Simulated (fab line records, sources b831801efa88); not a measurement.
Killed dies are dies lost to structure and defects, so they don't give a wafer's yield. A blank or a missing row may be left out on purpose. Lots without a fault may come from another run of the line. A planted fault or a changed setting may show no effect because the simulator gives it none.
Which tool did it? | flow gf180mcu | 7 lots, 21 wafers sampled, at 4 steps of a route of 602

WHAT THE GAUGES READ, wafer by wafer
GF_V2_CD_MEAS_14: target cd 260 nm.
lot  | measured     | on        | cd_nm (nm)
L917 | day 20 07:43 | cd_sem-02 | 259.6 259.4 259.9
L919 | day 21 08:27 | cd_sem-01 | 259.2 259.0 260.0
L921 | day 21 23:44 | cd_sem-01 | 259.8 258.4 259.7
L929 | day 25 05:14 | cd_sem-02 | 259.7 259.3 259.3
L933 | day 26 06:33 | cd_sem-01 | 258.1 257.5 257.3
L937 | day 27 09:48 | cd_sem-01 | 260.5 259.9 262.0
L939 | day 27 22:54 | cd_sem-01 | 258.1 258.7 257.9

WHICH TOOL RAN EACH LOT (tool, then ch and the chambers of the sampled wafers, then the start)
lot  | GF_M2_SPUTTER_03             | GF_V2_CVD_02                    | GF_V2_PEB_12
L917 | pvd_sputter-02, day 18 07:59 | pecvd-03 ch 0,1,2, day 19 07:42 | litho_track-02 ch 0, day 20 07:23
L919 | pvd_sputter-04, day 19 07:59 | pecvd-03 ch 0,1,2, day 20 08:19 | litho_track-02 ch 0, day 21 08:06
L921 | pvd_sputter-01, day 19 23:10 | pecvd-03 ch 1,2, day 20 23:30   | litho_track-01 ch 0, day 21 23:23
L929 | pvd_sputter-04, day 23 07:31 | pecvd-04 ch 0,1,2, day 24 06:50 | litho_track-01 ch 0, day 25 04:53
L933 | pvd_sputter-01, day 24 10:08 | pecvd-04 ch 0,1, day 25 08:40   | litho_track-04 ch 0, day 26 06:12
L937 | pvd_sputter-01, day 25 14:18 | pecvd-04 ch 0,2, day 26 12:27   | litho_track-04 ch 0, day 27 09:27
L939 | pvd_sputter-04, day 26 05:17 | pecvd-02 ch 0,1,2, day 27 02:53 | litho_track-02 ch 0, day 27 22:33
- GF_M2_SPUTTER_03: material Ti, target thk 10 nm, time 6.7 s.
- GF_V2_CVD_02: deposits SiO2 from TEOS, target thk 850 nm, time 94.851 s.
- GF_V2_PEB_12: peb time 90 s.

THE ANSWER, worked out from the rows above alone
Rule: what is usual is taken from the lots themselves. Put in order of their means at a reading, lots are off if they are a third of the lots or fewer, leave a main group of 4 or more, and stand apart from it by a gap of 3 or more times the standard deviation of the main group's means; of several such gaps the widest counts. A main group whose means are all the same, to the digits that the tables above print for the reading, isn't used. A lot without any number at a reading at which 4 lots or more have one is off too. The other lots that the step has rows for count as sound.
No lot is off at any reading shown: from this, nothing can be told.

WHAT THE SIMULATOR HAD PUT IN
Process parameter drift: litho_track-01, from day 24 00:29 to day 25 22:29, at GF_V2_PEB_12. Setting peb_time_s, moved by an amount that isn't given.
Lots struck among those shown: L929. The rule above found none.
